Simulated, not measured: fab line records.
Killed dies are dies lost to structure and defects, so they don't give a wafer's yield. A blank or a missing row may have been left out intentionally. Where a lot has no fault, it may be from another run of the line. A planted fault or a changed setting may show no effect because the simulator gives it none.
Comparing a struck lot with a sound one | flow gf180mcu | 15 steps out of a route of 602
Sound: these wafers, L480.1, L480.2, L480.6. Struck: wafer L472.1. (L472.4, L472.5 of the same lot were not struck and are left out.) The cause comes at the end.
Per side, at each step with rows, come the tool, then ch with its chambers, and then its first start. Under that, the readings that differ: sound wafers | struck wafers | difference of the means | sigmas: that difference in standard deviations of wafers without a fault.
alike: a reading whose means differ by less than 2 such deviations, as well as words and numbers matching on both sides. not compared: withheld readings; readings where some wafer has no value; bounds like >300 that might hide an equal value; numbers whose values overlap and for which the record gives no deviation.
The two part at a step that has a row with sigmas, a row that says differs or no value, or rows on one side only. Numbers that don't overlap but have no deviation are shown without sigmas and don't part them. A reading missing from all wafers of one side parts the sides only when that side holds two or more wafers.

first, 4 steps without rows for these wafers: GF_V3_SOFTBAKE_10 (time 60 s); GF_V3_EXPOSE_11 (exposes mask Via3, target cd 260 nm); GF_V3_PEB_12 (peb time 90 s); GF_V3_DEVELOP_13 (develop time 60 s).
GF_V3_CD_MEAS_14 targets a cd of 260 nm.
  sound: cd-sem-02 at day 28 03:14; struck: cd-sem-01 at day 26 02:46
  reading    | sound             | struck | difference | sigmas
  cd-nm (nm) | 258.8 258.9 258.5 | 261.5  | +2.8       | +2
GF_V3_OVL_MEAS_15:
  sound: overlay-02 at day 28 03:21; struck: overlay-01 at day 26 02:53
  alike: V3_OVL
GF_V3_ETCH_16: etches BARC in N2/H2.
  sound on rie-diel-03 ch 1,3, day 28 03:23; struck on rie-diel-01 ch 3, day 26 02:56
  alike: drypump-motor-current-A, oes-product-au, throttle-valve-pct
GF_V3_ETCH_17: etches SiO2 in C4F8/O2/Ar, stops on TiN, target depth 635 nm.
  sound: rie-diel-03 ch 1,3; struck: rie-diel-01 ch 3
  alike: oes-product-au
GF_V3_STRIP_18: strips in O2/N2.
  sound on plasma-asher-02 ch 0,1, day 28 03:31; struck on plasma-asher-02 ch 1, day 26 03:04
  alike: drypump-motor-current-A, heater-power-w, oes-product-au
  not compared: rf-hours-counter-h
then, 2 steps without rows for these wafers: GF_V3_STRIP_19 (strips in post etch residue remover, time 1200 s); GF_V3_CLEAN_20 (cleans in DIW).
GF_V3_SPUTTER_21: material Ti, target thk 15 nm, time 80.02 s.
  sound: pvd-sputter-01 at day 28 04:03; struck: pvd-sputter-04 at day 26 03:35
  alike: throttle-valve-pct
GF_V3_SPUTTER_22: material TiN, target thk 10 nm, time 40 s.
  sound: pvd-sputter-01 at day 28 04:07; struck: pvd-sputter-04 at day 26 03:39
  reading                                | sound             | struck | difference | sigmas
  model.TiN_of_V3_SPUTTER_22.thk-nm (nm) | 9.821 10.25 10.17 | 13.01  | +2.93      |
  alike: throttle-valve-pct
GF_V3_CVD_23: deposits W, target thk 350 nm, time 104.9 s.
  sound on cvd-w-02 ch 0,1, day 28 04:09; struck on cvd-w-02 ch 1, day 26 03:41
  alike: heater-power-w
after that, 1 step had no rows for these wafers: GF_PASSIVATION_PROBE_99.

== WHERE THEY PART ==
At GF_V3_CD_MEAS_14 and nowhere else, as far as this record goes. Later steps at which nothing parts them and some readings are alike: GF_V3_OVL_MEAS_15, GF_V3_ETCH_16, GF_V3_ETCH_17, GF_V3_STRIP_18, GF_V3_SPUTTER_21, GF_V3_SPUTTER_22, GF_V3_CVD_23.

WHY: what the simulator had put in
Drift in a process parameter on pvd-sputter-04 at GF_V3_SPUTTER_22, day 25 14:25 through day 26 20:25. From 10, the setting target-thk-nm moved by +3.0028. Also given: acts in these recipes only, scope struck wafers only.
